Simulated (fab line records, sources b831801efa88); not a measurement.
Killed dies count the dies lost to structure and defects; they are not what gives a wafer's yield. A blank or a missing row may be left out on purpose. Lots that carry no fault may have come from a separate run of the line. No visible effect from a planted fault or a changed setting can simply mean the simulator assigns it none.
Matching of chambers | flow gf180mcu | 3 sister chambers for GF_PASSIVATION_CVD_00 on pecvd-04
The step deposits SiO2 from TEOS, target thk 1000 nm, time 111.95 s. 3 wafers are shown with their chamber, then 7 later ones without.

== EACH WAFER AND ITS CHAMBER ==
wafer  | chamber | heater-power-w (W)
L918.4 | 2       | 689
L919.1 | 1       | 555
L919.4 | 0       | 788

== WAFERS WHOSE CHAMBER IS MISSING ==
wafer  | heater-power-w (W)
L919.6 | 601
L920.1 | 616
L920.4 | 773
L920.5 | 642
L922.1 | 553
L922.2 | 709
L922.6 | 602

== EACH ONE'S CHAMBER ==
wafer  | from the rows above     | in truth
L919.6 | can't be placed: 1 or 2 | 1
L920.1 | can't be placed: 1 or 2 | 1
L920.4 | can't be placed: 0 or 2 | 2
L920.5 | can't be placed: 2 or 1 | 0
L922.1 | 1                       | 1
L922.2 | can't be placed: 2 or 0 | 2
L922.6 | can't be placed: 1 or 2 | 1
1 of 7 placed correctly. Not placeable from these rows: 6 (in 5, the candidates include the true chamber). Placed wrongly: 0.
How it was worked out, from the rows above alone: a wafer's distance from a chamber is the root of the sum, over the readings, of the square of ((its reading less the chamber's mean) divided by the reading's scatter). The wafer belongs to the nearest chamber; if the next one is less than 2 further off, it can't be placed. For every chamber, the mean is computed from those of its wafers that are shown. The scatter (one wafer shown for each chamber): square how far every hidden wafer sits from the nearest shown wafer, average those squares and take the square root.
